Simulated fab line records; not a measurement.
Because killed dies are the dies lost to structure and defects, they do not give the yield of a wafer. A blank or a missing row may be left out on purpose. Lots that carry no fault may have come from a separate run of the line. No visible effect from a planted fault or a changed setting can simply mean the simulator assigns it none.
One fault through the eyes of 2 desks | flow gf180mcu | each desk has only its own numbers; what lay behind them comes last

== THE METROLOGY DESK ==
What the gauges read for every lot (on any tool): the sampled wafers with a number, averaged. The brackets show how far a lot's mean lies from the usual mean; more than 4 standard deviations puts the lot out of limits, marked OUT.
Columns: A = cd-nm at GF_NSD_CD_MEAS_07, usual 399.9 nm; B = NSD_RS at GF_PSD_RS_MEAS_14, usual 46.14 ohm/sq; C = SALICIDE_TIN_THK at GF_SALICIDE_THK_MEAS_05, usual 19.95 nm
lot  | first seen here | A     | B                | C
L882 | day 13 09:05    | 398.2 | 46.07            | 20.02
L884 | day 14 02:19    | 402.4 | 46.17            | 20.01
L885 | day 14 12:49    | 398.3 | 46.25            | 19.80
L887 | day 15 01:38    | 398.1 | 46.16            | 20.10
L891 | day 16 17:32    | 397.8 | 46.03            | 19.85
L893 | day 17 08:33    | 396.6 | 46.65 (+5.5) OUT | 19.90
L894 | day 17 11:50    | 399.1 | 46.45            | 19.59
L895 | day 17 21:15    | 399.5 | 46.97 (+9.0) OUT | 20.15
L898 | day 18 22:22    | 397.2 | 46.18            | 20.16
L901 | day 20 03:48    | 398.7 | 46.15            | 19.95
L902 | day 20 10:15    | 399.8 | 46.08            | 20.17
L903 | day 21 02:58    | 400.9 | 46.15            | 19.94
L905 | day 21 10:35    | 400.5 | 46.06            | 19.81
Finding of this desk: L893, L895 out of limits, first seen on L893 at day 18 08:42 (NSD_RS at GF_PSD_RS_MEAS_14). L882, L884, L885, L887, L891, L894, L898, L901, L902, L903, L905 stayed within limits.

== AT THE TOOL OWNER'S DESK: implanter-01 ==
GF_NSD_IMPLANT_10, tool's own readings: per-lot mean of the sampled wafers with a number, covering each lot this tool ran. The brackets show how far a lot's mean lies from the usual mean; more than 4 standard deviations puts the lot out of limits, marked OUT.
Columns: A = faraday-current-uA at GF_NSD_IMPLANT_10, usual 2784
lot  | first seen here | A
L882 | day 13 09:23    | 2820
L884 | day 14 02:37    | 2798
L891 | day 16 17:50    | 2783
L893 | day 17 08:52    | 2760
L894 | day 17 12:08    | 2796
L895 | day 17 21:34    | 2712
L903 | day 21 03:16    | 2781
L905 | day 21 10:53    | 2742
This desk's finding: nothing out of limits on any of the 8 lots.

== PUT TOGETHER ==
At day 18 08:42 the metrology desk could have sounded an alarm, on L893, L895.
The desk of the tool owner found nothing out of limits.
On record at the tool owner's desk: L893, L895, within its limits.
The lots listed all ran GF_NSD_IMPLANT_10 on implanter-01.

== WHAT WAS PUT IN BY THE SIMULATOR ==
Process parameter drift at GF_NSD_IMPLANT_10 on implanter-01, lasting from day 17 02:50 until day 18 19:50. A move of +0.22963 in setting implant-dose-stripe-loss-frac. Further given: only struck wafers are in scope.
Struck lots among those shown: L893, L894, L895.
Hours from the fault's start to each desk's first reading out of limits: the metrology desk, 30.
